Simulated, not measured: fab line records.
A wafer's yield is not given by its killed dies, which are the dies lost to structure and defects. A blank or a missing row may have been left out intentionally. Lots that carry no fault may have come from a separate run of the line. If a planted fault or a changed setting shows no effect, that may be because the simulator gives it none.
fab line records ; flow gf180mcu
[record] lots = 24; wafers = 72; last_day = 34
route steps=602 shown POLY_GATE@175 PSD@261 CONTACT@311 M4@470 V5@561 PASSIVATION@601
lots untouched by any fault: they come from a run of this same line in which no faults occurred
start_h: the number of hours between the record's first day and the start of the first shown wafer of the lot ; wait_h: hours since the lot's step before ; " the same as in the row above ; L1.1+2: one row covering several wafers at once ; - either no value or no given start ; * or withheld: withheld ; < > ~ a bound
route shown NAME@n: a module of which the file shows steps, and the number in the route of the first ; usual: mean and standard deviation over wafers with no fault ; same: alike in all rows ; chamber/n: place in a boat ; sites: each site's reading ; _std_site: standard deviation across them ; _edge_site: inner sites' mean taken away from outer sites' mean ; radius_mm: for every site, how far away it sits from the centre of the wafer ; mask NAME#n: copy n ; behind: the most recent tool/chamber to have shaped the wafer ; hold: why the lot was held/for how many hours/how that ended ; device: transistor that didn't switch, given as n, p or np ; end of line: the same wafers' tests at the end of the route ; a step with no rows: only its recipe ; killed: dies that structure and defects cost at the first sort, which is not the same as the wafer's yield ; map: the dies of a wafer, with x for killed, . for not killed, _ for no die there
set.NAME: setting as actually run; set.NAME@STEP: the setting as run at that earlier step ; model.NAME: the simulator's own value behind a step, which no gauge read
steps of the route over a sample of lots; a table a step, a row a wafer
services: the hour from which a tool's chamber was out of use, counted from the record's first day as start_h (under 0 if before that day), plus the number of hours and why
[[steps]]
[step GF_POLY_GATE_CD_MEAS_18]
[usual] cd_nm = 279.3/2.1
lot.wafer;tool;chamber;start_h;wait_h;cd_nm
L074.1;cd_sem-01;-;198.78;0.1;276.4
L074.5;cd_sem-01;-;198.78;0.1;282.3
L074.6;cd_sem-01;-;198.78;0.1;279.8
L075.2;cd_sem-01;-;201.39;0.1;279.6
L075.4;cd_sem-01;-;201.39;0.1;280.0
L075.6;cd_sem-01;-;201.39;0.1;279.9
L076.1;cd_sem-02;-;208.77;0.1;278.7
L076.4;cd_sem-02;-;208.77;0.1;276.0
L076.5;cd_sem-02;-;208.77;0.1;278.5
L077.3;cd_sem-01;-;215.14;0.1;278.9
L077.4;cd_sem-01;-;215.14;0.1;282.7
L077.6;cd_sem-01;-;215.14;0.1;280.3
L078.2;cd_sem-01;-;223.74;0.1;278.1
L078.3;cd_sem-01;-;223.74;0.1;278.6
L078.5;cd_sem-01;-;223.74;0.1;279.2
L079.3;cd_sem-01;-;235.11;0.1;280.6
L079.4;cd_sem-01;-;235.11;0.1;282.8
L079.6;cd_sem-01;-;235.11;0.1;280.5
L080.4;cd_sem-01;-;240.78;0.1;278.0
L080.5;cd_sem-01;-;240.78;0.1;280.4
L080.6;cd_sem-01;-;240.78;0.1;278.7
L081.2;cd_sem-02;-;250.71;0.1;279.7
L081.4;cd_sem-02;-;250.71;0.1;279.2
L081.5;cd_sem-02;-;250.71;0.1;277.7
L082.4;cd_sem-01;-;256.51;0.1;280.8
L082.5;cd_sem-01;-;256.51;0.1;280.6
L082.6;cd_sem-01;-;256.51;0.1;281.4
L083.4;cd_sem-01;-;260.58;0.1;279.9
L083.5;cd_sem-01;-;260.58;0.1;279.8
L083.6;cd_sem-01;-;260.58;0.1;281.4
L084.1;cd_sem-02;-;272.86;0.1;282.7
L084.3;cd_sem-02;-;272.86;0.1;278.3
L084.4;cd_sem-02;-;272.86;0.1;281.4
L085.1;cd_sem-02;-;286.81;0.1;282.1
L085.3;cd_sem-02;-;286.81;0.1;280.4
L085.5;cd_sem-02;-;286.81;0.1;281.2
L086.4;cd_sem-01;-;297.47;0.1;280.3
L086.5;cd_sem-01;-;297.47;0.1;281.1
L086.6;cd_sem-01;-;297.47;0.1;278.9
L087.3;cd_sem-01;-;299.57;0.1;275.5
L087.4;cd_sem-01;-;299.57;0.1;278.8
L087.5;cd_sem-01;-;299.57;0.1;277.8
L088.2;cd_sem-02;-;303.81;0.1;280.0
L088.3;cd_sem-02;-;303.81;0.1;279.1
L088.5;cd_sem-02;-;303.81;0.1;277.0
L089.1;cd_sem-02;-;313.68;0.1;282.6
L089.2;cd_sem-02;-;313.68;0.1;282.5
L089.3;cd_sem-02;-;313.68;0.1;284.5
L090.1;cd_sem-02;-;317.82;0.1;278.7
L090.4;cd_sem-02;-;317.82;0.1;277.3
L090.6;cd_sem-02;-;317.82;0.1;279.5
L091.3;cd_sem-02;-;329.56;0.1;277.8
L091.4;cd_sem-02;-;329.56;0.1;277.6
L091.6;cd_sem-02;-;329.56;0.1;278.2
L092.1;cd_sem-02;-;332.90;0.1;274.4
L092.4;cd_sem-02;-;332.90;0.1;274.2
L092.6;cd_sem-02;-;332.90;0.1;273.7
L093.3;cd_sem-01;-;333.67;0.1;278.3
L093.4;cd_sem-01;-;333.67;0.1;276.9
L093.6;cd_sem-01;-;333.67;0.1;279.7
L094.1;cd_sem-02;-;341.06;0.1;275.9
L094.2;cd_sem-02;-;341.06;0.1;275.7
L094.4;cd_sem-02;-;341.06;0.1;276.2
L095.2;cd_sem-02;-;346.07;0.1;278.4
L095.5;cd_sem-02;-;346.07;0.1;277.9
L095.6;cd_sem-02;-;346.07;0.1;277.2
L096.3;cd_sem-02;-;355.53;0.1;278.7
L096.4;cd_sem-02;-;355.53;0.1;278.9
L096.6;cd_sem-02;-;355.53;0.1;277.9
L097.3;cd_sem-01;-;362.82;0.1;281.6
L097.4;cd_sem-01;-;362.82;0.1;281.5
L097.5;cd_sem-01;-;362.82;0.1;280.2
[step GF_PSD_RTA_13]
[recipe] temp_c = 1025; time_s = 20; ambient = N2
[usual] lamp_power_pct = 32.5/1.5; wafer_temp_C_max = 1030.0/1.8
lot.wafer;tool;chamber;start_h;wait_h;lamp_power_pct;wafer_temp_C_max
L074.1;rtp_anneal-02;0;317.16;0.0;30.9;1026.7
L074.5;rtp_anneal-02;0;317.16;0.0;30.9;1027.4
L074.6;rtp_anneal-02;0;317.16;0.0;30.8;1028.4
L075.2;rtp_anneal-01;0;321.19;0.0;33.9;1033.1
L075.4;rtp_anneal-01;0;321.19;0.0;33.9;1031.1
L075.6;rtp_anneal-01;0;321.19;0.0;33.9;1032.0
L076.1;rtp_anneal-01;0;330.31;0.0;33.9;1031.3
L076.4;rtp_anneal-01;0;330.31;0.0;33.9;1030.7
L076.5;rtp_anneal-01;0;330.31;0.0;34.0;1032.7
L077.3;rtp_anneal-01;0;339.01;0.1;34.0;1031.7
L077.4;rtp_anneal-01;0;339.01;0.1;33.9;1033.7
L077.6;rtp_anneal-01;0;339.01;0.1;34.0;1032.0
L078.2;rtp_anneal-01;0;348.59;0.0;33.9;1032.6
L078.3;rtp_anneal-01;0;348.59;0.0;33.9;1031.8
L078.5;rtp_anneal-01;0;348.59;0.0;33.9;1031.6
L079.3;rtp_anneal-01;0;363.85;0.0;33.9;1031.8
L079.4;rtp_anneal-01;0;363.85;0.0;33.9;1033.6
L079.6;rtp_anneal-01;0;363.85;0.0;34.0;1031.1
L080.4;rtp_anneal-02;0;369.99;0.0;30.8;1027.3
L080.5;rtp_anneal-02;0;369.99;0.0;30.9;1028.9
L080.6;rtp_anneal-02;0;369.99;0.0;30.9;1028.4
L081.2;rtp_anneal-01;0;380.69;0.0;33.9;1030.8
L081.4;rtp_anneal-01;0;380.69;0.0;33.9;1029.8
L081.5;rtp_anneal-01;0;380.69;0.0;33.9;1031.5
L082.4;rtp_anneal-02;0;386.25;0.1;30.8;1029.2
L082.5;rtp_anneal-02;0;386.25;0.1;30.8;1028.8
L082.6;rtp_anneal-02;0;386.25;0.1;30.8;1028.5
L083.4;rtp_anneal-02;0;392.00;0.0;30.8;1028.5
L083.5;rtp_anneal-02;0;392.00;0.0;30.9;1028.2
L083.6;rtp_anneal-02;0;392.00;0.0;30.8;1030.3
L084.1;rtp_anneal-01;0;407.00;0.0;33.9;1031.1
L084.3;rtp_anneal-01;0;407.00;0.0;33.9;1029.7
L084.4;rtp_anneal-01;0;407.00;0.0;33.9;1031.5
L085.1;rtp_anneal-01;0;423.87;0.0;34.0;1031.2
L085.3;rtp_anneal-01;0;423.87;0.0;34.0;1029.7
L085.5;rtp_anneal-01;0;423.87;0.0;33.9;1031.1
L086.4;rtp_anneal-02;0;436.34;0.0;30.8;1028.3
L086.5;rtp_anneal-02;0;436.34;0.0;30.9;1029.1
L086.6;rtp_anneal-02;0;436.34;0.0;30.8;1028.4
L087.3;rtp_anneal-02;0;439.40;0.0;30.8;1029.7
L087.4;rtp_anneal-02;0;439.40;0.0;30.9;1028.8
L087.5;rtp_anneal-02;0;439.40;0.0;30.9;1028.4
L088.2;rtp_anneal-01;0;444.47;0.0;33.9;1030.7
L088.3;rtp_anneal-01;0;444.47;0.0;34.0;1030.8
L088.5;rtp_anneal-01;0;444.47;0.0;33.9;1030.7
L089.1;rtp_anneal-02;0;455.10;0.0;30.8;1027.3
L089.2;rtp_anneal-02;0;455.10;0.0;30.9;1027.3
L089.3;rtp_anneal-02;0;455.10;0.0;30.8;1028.6
L090.1;rtp_anneal-01;0;458.87;0.0;33.9;1030.5
L090.4;rtp_anneal-01;0;458.87;0.0;33.9;1031.1
L090.6;rtp_anneal-01;0;458.87;0.0;33.9;1035.1
L091.3;rtp_anneal-01;0;471.48;0.0;34.0;1032.4
L091.4;rtp_anneal-01;0;471.48;0.0;33.9;1030.4
L091.6;rtp_anneal-01;0;471.48;0.0;33.9;1031.4
L092.1;rtp_anneal-01;0;475.85;0.0;33.9;1031.2
L092.4;rtp_anneal-01;0;475.85;0.0;33.9;1032.9
L092.6;rtp_anneal-01;0;475.85;0.0;33.9;1034.2
L093.3;rtp_anneal-02;0;476.18;0.0;30.9;1029.3
L093.4;rtp_anneal-02;0;476.18;0.0;30.8;1028.5
L093.6;rtp_anneal-02;0;476.18;0.0;30.8;1028.2
L094.1;rtp_anneal-01;0;485.07;0.0;33.9;1033.6
L094.2;rtp_anneal-01;0;485.07;0.0;33.9;1030.8
L094.4;rtp_anneal-01;0;485.07;0.0;33.9;1032.6
L095.2;rtp_anneal-02;0;490.78;0.0;30.8;1028.9
L095.5;rtp_anneal-02;0;490.78;0.0;30.9;1027.6
L095.6;rtp_anneal-02;0;490.78;0.0;30.8;1027.6
L096.3;rtp_anneal-02;0;501.10;0.0;30.8;1027.6
L096.4;rtp_anneal-02;0;501.10;0.0;30.8;1028.9
L096.6;rtp_anneal-02;0;501.10;0.0;30.8;1027.6
L097.3;rtp_anneal-02;0;506.40;0.0;30.8;1028.9
L097.4;rtp_anneal-02;0;506.40;0.0;30.8;1028.9
L097.5;rtp_anneal-02;0;506.40;0.0;30.9;1029.3
[step GF_CONTACT_CVD_24]
[recipe] material = W; target_thk_nm = 300; time_s = 90.339; temp_c = 400; pressure_torr = 40
[usual] heater_power_w = 845/47
lot.wafer;tool;chamber;start_h;wait_h;heater_power_w
L074.1;cvd_w-02;1;362.71;0.0;877
L074.5;cvd_w-02;1;362.71;0.0;864
L074.6;cvd_w-02;0;362.71;0.0;762
L075.2;cvd_w-02;0;366.37;0.0;788
L075.4;cvd_w-02;1;366.37;0.0;876
L075.6;cvd_w-02;0;366.37;0.0;764
L076.1;cvd_w-01;0;377.10;0.0;899
L076.4;cvd_w-01;0;377.10;0.0;896
L076.5;cvd_w-01;0;377.10;0.0;921
L077.3;cvd_w-02;0;384.15;0.1;767
L077.4;cvd_w-02;1;384.15;0.1;845
L077.6;cvd_w-02;1;384.15;0.1;865
L078.2;cvd_w-02;0;396.55;0.0;763
L078.3;cvd_w-02;1;396.55;0.0;866
L078.5;cvd_w-02;0;396.55;0.0;795
L079.3;cvd_w-01;0;412.15;0.1;887
L079.4;cvd_w-01;1;412.15;0.1;882
L079.6;cvd_w-01;1;412.15;0.1;881
L080.4;cvd_w-01;0;419.00;0.0;872
L080.5;cvd_w-01;1;419.00;0.0;847
L080.6;cvd_w-01;0;419.00;0.0;893
L081.2;cvd_w-02;1;430.97;0.0;887
L081.4;cvd_w-02;0;430.97;0.0;774
L081.5;cvd_w-02;1;430.97;0.0;874
L082.4;cvd_w-02;0;435.73;0.1;755
L082.5;cvd_w-02;0;435.73;0.1;786
L082.6;cvd_w-02;1;435.73;0.1;863
L083.4;cvd_w-01;0;442.79;0.1;858
L083.5;cvd_w-01;1;442.79;0.1;861
L083.6;cvd_w-01;0;442.79;0.1;895
L084.1;cvd_w-02;1;457.52;0.0;861
L084.3;cvd_w-02;0;457.52;0.0;797
L084.4;cvd_w-02;1;457.52;0.0;852
L085.1;cvd_w-02;0;473.96;0.0;787
L085.3;cvd_w-02;1;473.96;0.0;861
L085.5;cvd_w-02;0;473.96;0.0;784
L086.4;cvd_w-02;0;486.61;0.1;778
L086.5;cvd_w-02;1;486.61;0.1;872
L086.6;cvd_w-02;0;486.61;0.1;788
L087.3;cvd_w-01;0;490.39;0.1;879
L087.4;cvd_w-01;1;490.39;0.1;879
L087.5;cvd_w-01;0;490.39;0.1;889
L088.2;cvd_w-01;1;494.02;0.0;864
L088.3;cvd_w-01;0;494.02;0.0;900
L088.5;cvd_w-01;1;494.02;0.0;847
L089.1;cvd_w-01;1;504.45;0.0;875
L089.2;cvd_w-01;0;504.45;0.0;877
L089.3;cvd_w-01;0;504.45;0.0;906
L090.1;cvd_w-02;0;508.55;0.0;786
L090.4;cvd_w-02;0;508.55;0.0;754
L090.6;cvd_w-02;1;508.55;0.0;861
L091.3;cvd_w-01;0;520.34;0.1;894
L091.4;cvd_w-01;1;520.34;0.1;875
L091.6;cvd_w-01;1;520.34;0.1;855
L092.1;cvd_w-01;1;525.00;0.0;857
L092.4;cvd_w-01;1;525.00;0.0;873
L092.6;cvd_w-01;0;525.00;0.0;905
L093.3;cvd_w-01;1;525.44;0.1;856
L093.4;cvd_w-01;0;525.44;0.1;853
L093.6;cvd_w-01;0;525.44;0.1;876
L094.1;cvd_w-02;0;534.87;0.0;773
L094.2;cvd_w-02;1;534.87;0.0;893
L094.4;cvd_w-02;1;534.87;0.0;860
L095.2;cvd_w-02;0;539.12;0.0;776
L095.5;cvd_w-02;1;539.12;0.0;870
L095.6;cvd_w-02;0;539.12;0.0;783
L096.3;cvd_w-01;1;549.66;0.1;839
L096.4;cvd_w-01;0;549.66;0.1;885
L096.6;cvd_w-01;0;549.66;0.1;900
L097.3;cvd_w-02;0;555.25;0.1;755
L097.4;cvd_w-02;1;555.25;0.1;850
L097.5;cvd_w-02;1;555.25;0.1;866
[step GF_M4_CD_MEAS_14]
[recipe] target_cd_nm = 280
[usual] cd_nm = 280.1/0.97
lot.wafer;tool;chamber;start_h;wait_h;cd_nm
L074.1;cd_sem-01;-;536.10;0.1;280.3
L074.5;cd_sem-01;-;536.10;0.1;280.4
L074.6;cd_sem-01;-;536.10;0.1;282.0
L075.2;cd_sem-01;-;539.92;0.1;280.6
L075.4;cd_sem-01;-;539.92;0.1;281.0
L075.6;cd_sem-01;-;539.92;0.1;281.6
L076.1;cd_sem-02;-;551.80;0.1;281.2
L076.4;cd_sem-02;-;551.80;0.1;280.6
L076.5;cd_sem-02;-;551.80;0.1;280.6
L077.3;cd_sem-01;-;558.83;0.1;279.5
L077.4;cd_sem-01;-;558.83;0.1;279.5
L077.6;cd_sem-01;-;558.83;0.1;279.2
L078.2;cd_sem-01;-;568.91;0.1;279.9
L078.3;cd_sem-01;-;568.91;0.1;279.7
L078.5;cd_sem-01;-;568.91;0.1;279.8
L079.3;cd_sem-02;-;584.83;0.1;280.7
L079.4;cd_sem-02;-;584.83;0.1;280.5
L079.6;cd_sem-02;-;584.83;0.1;280.4
L080.4;cd_sem-02;-;591.66;0.1;279.2
L080.5;cd_sem-02;-;591.66;0.1;281.0
L080.6;cd_sem-02;-;591.66;0.1;281.0
L081.2;cd_sem-01;-;599.91;0.1;279.8
L081.4;cd_sem-01;-;599.91;0.1;278.7
L081.5;cd_sem-01;-;599.91;0.1;279.2
L082.4;cd_sem-01;-;605.91;0.1;277.4
L082.5;cd_sem-01;-;605.91;0.1;277.5
L082.6;cd_sem-01;-;605.91;0.1;279.6
L083.4;cd_sem-02;-;610.86;0.1;279.6
L083.5;cd_sem-02;-;610.86;0.1;279.9
L083.6;cd_sem-02;-;610.86;0.1;280.0
L084.1;cd_sem-01;-;623.00;0.1;280.3
L084.3;cd_sem-01;-;623.00;0.1;281.5
L084.4;cd_sem-01;-;623.00;0.1;281.1
L085.1;cd_sem-01;-;637.40;0.1;280.0
L085.3;cd_sem-01;-;637.40;0.1;279.6
L085.5;cd_sem-01;-;637.40;0.1;281.4
L086.4;cd_sem-01;-;649.26;0.1;281.2
L086.5;cd_sem-01;-;649.26;0.1;280.9
L086.6;cd_sem-01;-;649.26;0.1;280.1
L087.3;cd_sem-01;-;652.34;0.1;278.9
L087.4;cd_sem-01;-;652.34;0.1;280.3
L087.5;cd_sem-01;-;652.34;0.1;278.8
L088.2;cd_sem-01;-;654.72;0.2;279.3
L088.3;cd_sem-01;-;654.72;0.2;280.4
L088.5;cd_sem-01;-;654.72;0.2;280.3
L089.1;cd_sem-01;-;664.59;0.1;280.1
L089.2;cd_sem-01;-;664.59;0.1;280.8
L089.3;cd_sem-01;-;664.59;0.1;280.7
L090.1;cd_sem-02;-;666.45;0.1;280.3
L090.4;cd_sem-02;-;666.45;0.1;279.2
L090.6;cd_sem-02;-;666.45;0.1;278.5
L091.3;cd_sem-01;-;677.09;0.1;279.3
L091.4;cd_sem-01;-;677.09;0.1;279.8
L091.6;cd_sem-01;-;677.09;0.1;279.4
L092.1;cd_sem-02;-;681.00;0.1;280.3
L092.4;cd_sem-02;-;681.00;0.1;281.4
L092.6;cd_sem-02;-;681.00;0.1;279.9
L093.3;cd_sem-01;-;683.54;0.1;280.9
L093.4;cd_sem-01;-;683.54;0.1;281.9
L093.6;cd_sem-01;-;683.54;0.1;280.6
L094.1;cd_sem-02;-;689.15;0.1;278.9
L094.2;cd_sem-02;-;689.15;0.1;279.2
L094.4;cd_sem-02;-;689.15;0.1;279.2
L095.2;cd_sem-01;-;693.36;0.1;279.7
L095.5;cd_sem-01;-;693.36;0.1;279.2
L095.6;cd_sem-01;-;693.36;0.1;279.0
L096.3;cd_sem-01;-;701.84;0.1;281.0
L096.4;cd_sem-01;-;701.84;0.1;281.8
L096.6;cd_sem-01;-;701.84;0.1;280.9
L097.3;cd_sem-02;-;706.29;0.1;279.5
L097.4;cd_sem-02;-;706.29;0.1;279.9
L097.5;cd_sem-02;-;706.29;0.1;280.6
[step GF_V5_SPUTTER_21]
[recipe] material = Ti; target_thk_nm = 15; chamber_pressure_pa = 5; power_w = 2500; substrate_temp_c = 200; time_s = 80.02
[usual] throttle_valve_pct = 30.0/1.3
lot.wafer;tool;chamber;start_h;wait_h;throttle_valve_pct
L074.1;pvd_sputter-01;-;627.83;0.0;29.8
L074.5;pvd_sputter-01;-;627.83;0.0;30.0
L074.6;pvd_sputter-01;-;627.83;0.0;29.3
L075.2;pvd_sputter-03;-;631.15;0.0;30.1
L075.4;pvd_sputter-03;-;631.15;0.0;27.7
L075.6;pvd_sputter-03;-;631.15;0.0;30.4
L076.1;pvd_sputter-03;-;641.94;0.0;30.5
L076.4;pvd_sputter-03;-;641.94;0.0;30.7
L076.5;pvd_sputter-03;-;641.94;0.0;31.0
L077.3;pvd_sputter-01;-;646.79;0.0;29.9
L077.4;pvd_sputter-01;-;646.79;0.0;28.9
L077.6;pvd_sputter-01;-;646.79;0.0;28.6
L078.2;pvd_sputter-01;-;657.15;0.0;29.2
L078.3;pvd_sputter-01;-;657.15;0.0;30.0
L078.5;pvd_sputter-01;-;657.15;0.0;29.8
L079.3;pvd_sputter-01;-;672.80;0.0;29.8
L079.4;pvd_sputter-01;-;672.80;0.0;28.9
L079.6;pvd_sputter-01;-;672.80;0.0;29.8
L080.4;pvd_sputter-03;-;679.24;0.0;30.7
L080.5;pvd_sputter-03;-;679.24;0.0;30.4
L080.6;pvd_sputter-03;-;679.24;0.0;30.1
L081.2;pvd_sputter-03;-;684.69;0.0;30.1
L081.4;pvd_sputter-03;-;684.69;0.0;30.8
L081.5;pvd_sputter-03;-;684.69;0.0;30.4
L082.4;pvd_sputter-03;-;690.69;0.0;30.1
L082.5;pvd_sputter-03;-;690.69;0.0;30.9
L082.6;pvd_sputter-03;-;690.69;0.0;29.9
L083.4;pvd_sputter-03;-;694.53;0.0;30.7
L083.5;pvd_sputter-03;-;694.53;0.0;27.6
L083.6;pvd_sputter-03;-;694.53;0.0;30.1
L084.1;pvd_sputter-01;-;706.09;0.0;29.3
L084.3;pvd_sputter-01;-;706.09;0.0;32.2
L084.4;pvd_sputter-01;-;706.09;0.0;28.6
L085.1;pvd_sputter-01;-;718.38;0.0;32.4
L085.3;pvd_sputter-01;-;718.38;0.0;29.2
L085.5;pvd_sputter-01;-;718.38;0.0;28.9
L086.4;pvd_sputter-03;-;730.64;0.0;30.7
L086.5;pvd_sputter-03;-;730.64;0.0;30.3
L086.6;pvd_sputter-03;-;730.64;0.0;30.4
L087.3;pvd_sputter-01;-;732.19;0.0;28.9
L087.4;pvd_sputter-01;-;732.19;0.0;32.2
L087.5;pvd_sputter-01;-;732.19;0.0;28.7
L088.2;pvd_sputter-02;-;734.34;0.0;29.9
L088.3;pvd_sputter-02;-;734.34;0.0;28.5
L088.5;pvd_sputter-02;-;734.34;0.0;31.5
L089.1;pvd_sputter-02;-;743.25;0.0;28.2
L089.2;pvd_sputter-02;-;743.25;0.0;31.5
L089.3;pvd_sputter-02;-;743.25;0.0;31.4
L090.1;pvd_sputter-02;-;745.33;0.0;28.3
L090.4;pvd_sputter-02;-;745.33;0.0;29.7
L090.6;pvd_sputter-02;-;745.33;0.0;29.6
L091.3;pvd_sputter-03;-;753.98;0.0;27.7
L091.4;pvd_sputter-03;-;753.98;0.0;29.9
L091.6;pvd_sputter-03;-;753.98;0.0;30.6
L092.1;pvd_sputter-03;-;757.75;0.0;30.3
L092.4;pvd_sputter-03;-;757.75;0.0;30.3
L092.6;pvd_sputter-03;-;757.75;0.0;31.0
L093.3;pvd_sputter-01;-;759.27;0.0;32.1
L093.4;pvd_sputter-01;-;759.27;0.0;28.7
L093.6;pvd_sputter-01;-;759.27;0.0;32.7
L094.1;pvd_sputter-01;-;764.84;0.0;28.8
L094.2;pvd_sputter-01;-;764.84;0.0;29.3
L094.4;pvd_sputter-01;-;764.84;0.0;32.2
L095.2;pvd_sputter-02;-;769.04;0.0;31.4
L095.5;pvd_sputter-02;-;769.04;0.0;29.8
L095.6;pvd_sputter-02;-;769.04;0.0;31.7
L096.3;pvd_sputter-03;-;775.87;0.0;30.2
L096.4;pvd_sputter-03;-;775.87;0.0;29.8
L096.6;pvd_sputter-03;-;775.87;0.0;30.0
L097.3;pvd_sputter-02;-;780.25;0.0;29.9
L097.4;pvd_sputter-02;-;780.25;0.0;31.5
L097.5;pvd_sputter-02;-;780.25;0.0;31.6
[step GF_PASSIVATION_BOW_MEAS_14]
[recipe] mode = bow
[usual] PASSIVATION_BOW = 138/9.7
lot.wafer;tool;chamber;start_h;wait_h;PASSIVATION_BOW[um]
L074.1;film_metro-04;-;671.76;0.0;124
L074.5;film_metro-04;-;671.76;0.0;146
L074.6;film_metro-04;-;671.76;0.0;137
L075.2;film_metro-01;-;674.16;0.0;127
L075.4;film_metro-01;-;674.16;0.0;135
L075.6;film_metro-01;-;674.16;0.0;125
L076.1;film_metro-01;-;684.02;0.0;138
L076.4;film_metro-01;-;684.02;0.0;144
L076.5;film_metro-01;-;684.02;0.0;140
L077.3;film_metro-04;-;689.73;0.0;132
L077.4;film_metro-04;-;689.73;0.0;143
L077.6;film_metro-04;-;689.73;0.0;141
L078.2;film_metro-03;-;699.59;0.0;132
L078.3;film_metro-03;-;699.59;0.0;133
L078.5;film_metro-03;-;699.59;0.0;152
L079.3;film_metro-01;-;713.56;0.0;146
L079.4;film_metro-01;-;713.56;0.0;130
L079.6;film_metro-01;-;713.56;0.0;145
L080.4;film_metro-04;-;720.48;0.1;134
L080.5;film_metro-04;-;720.48;0.1;142
L080.6;film_metro-04;-;720.48;0.1;135
L081.2;film_metro-03;-;724.46;0.0;134
L081.4;film_metro-03;-;724.46;0.0;154
L081.5;film_metro-03;-;724.46;0.0;149
L082.4;film_metro-01;-;731.35;0.1;123
L082.5;film_metro-01;-;731.35;0.1;127
L082.6;film_metro-01;-;731.35;0.1;129
L083.4;film_metro-01;-;734.23;0.1;151
L083.5;film_metro-01;-;734.23;0.1;129
L083.6;film_metro-01;-;734.23;0.1;147
L084.1;film_metro-03;-;745.87;0.0;129
L084.3;film_metro-03;-;745.87;0.0;141
L084.4;film_metro-03;-;745.87;0.0;139
L085.1;film_metro-04;-;756.07;0.0;146
L085.3;film_metro-04;-;756.07;0.0;145
L085.5;film_metro-04;-;756.07;0.0;158
L086.4;film_metro-03;-;767.55;0.1;141
L086.5;film_metro-03;-;767.55;0.1;159
L086.6;film_metro-03;-;767.55;0.1;140
L087.3;film_metro-04;-;770.22;0.0;112
L087.4;film_metro-04;-;770.22;0.0;122
L087.5;film_metro-04;-;770.22;0.0;119
L088.2;film_metro-01;-;771.79;0.0;148
L088.3;film_metro-01;-;771.79;0.0;135
L088.5;film_metro-01;-;771.79;0.0;139
L089.1;film_metro-01;-;779.34;0.0;126
L089.2;film_metro-01;-;779.34;0.0;131
L089.3;film_metro-01;-;779.34;0.0;131
L090.1;film_metro-01;-;781.59;0.0;129
L090.4;film_metro-01;-;781.59;0.0;130
L090.6;film_metro-01;-;781.59;0.0;152
L091.3;film_metro-04;-;789.71;0.0;156
L091.4;film_metro-04;-;789.71;0.0;148
L091.6;film_metro-04;-;789.71;0.0;142
L092.1;film_metro-01;-;793.02;0.0;124
L092.4;film_metro-01;-;793.02;0.0;116
L092.6;film_metro-01;-;793.02;0.0;128
L093.3;film_metro-03;-;794.56;0.0;131
L093.4;film_metro-03;-;794.56;0.0;141
L093.6;film_metro-03;-;794.56;0.0;134
L094.1;film_metro-01;-;799.97;0.0;140
L094.2;film_metro-01;-;799.97;0.0;147
L094.4;film_metro-01;-;799.97;0.0;142
L095.2;film_metro-03;-;802.94;0.0;142
L095.5;film_metro-03;-;802.94;0.0;153
L095.6;film_metro-03;-;802.94;0.0;144
L096.3;film_metro-04;-;809.51;0.0;146
L096.4;film_metro-04;-;809.51;0.0;142
L096.6;film_metro-04;-;809.51;0.0;156
L097.3;film_metro-03;-;813.66;0.0;126
L097.4;film_metro-03;-;813.66;0.0;127
L097.5;film_metro-03;-;813.66;0.0;133
[[services]]
tool;chamber;start_h;hours;kind
cvd_w-01;1;299.96;16.2;repair
pvd_sputter-01;-;316.75;1.0;repair
pvd_sputter-02;-;342.22;2.4;repair
pvd_sputter-02;-;344.74;1.2;repair
pvd_sputter-02;-;361.34;0.6;repair
cvd_w-01;-;390.04;14.0;pm
cvd_w-02;-;456.00;1.0;repair
pvd_sputter-03;-;490.36;0.8;repair
cvd_w-02;-;523.85;2.9;repair
cvd_w-01;0;555.33;8.1;repair
cvd_w-01;-;568.91;4.3;pm
rtp_anneal-02;-;593.77;4.1;pm
pvd_sputter-01;-;598.81;3.0;repair
pvd_sputter-02;-;616.38;2.8;repair
pvd_sputter-01;-;621.42;2.4;repair
rtp_anneal-01;-;623.10;70.5;pm
cvd_w-01;-;627.16;0.9;repair
pvd_sputter-02;-;641.09;61.8;repair
cvd_w-01;-;666.87;1.2;repair
pvd_sputter-02;-;713.56;2.4;repair
pvd_sputter-02;-;723.96;2.4;repair
cvd_w-02;-;728.78;0.6;repair
pvd_sputter-02;-;752.20;0.7;repair
pvd_sputter-01;-;772.40;1.1;repair
[[key]]
fault none
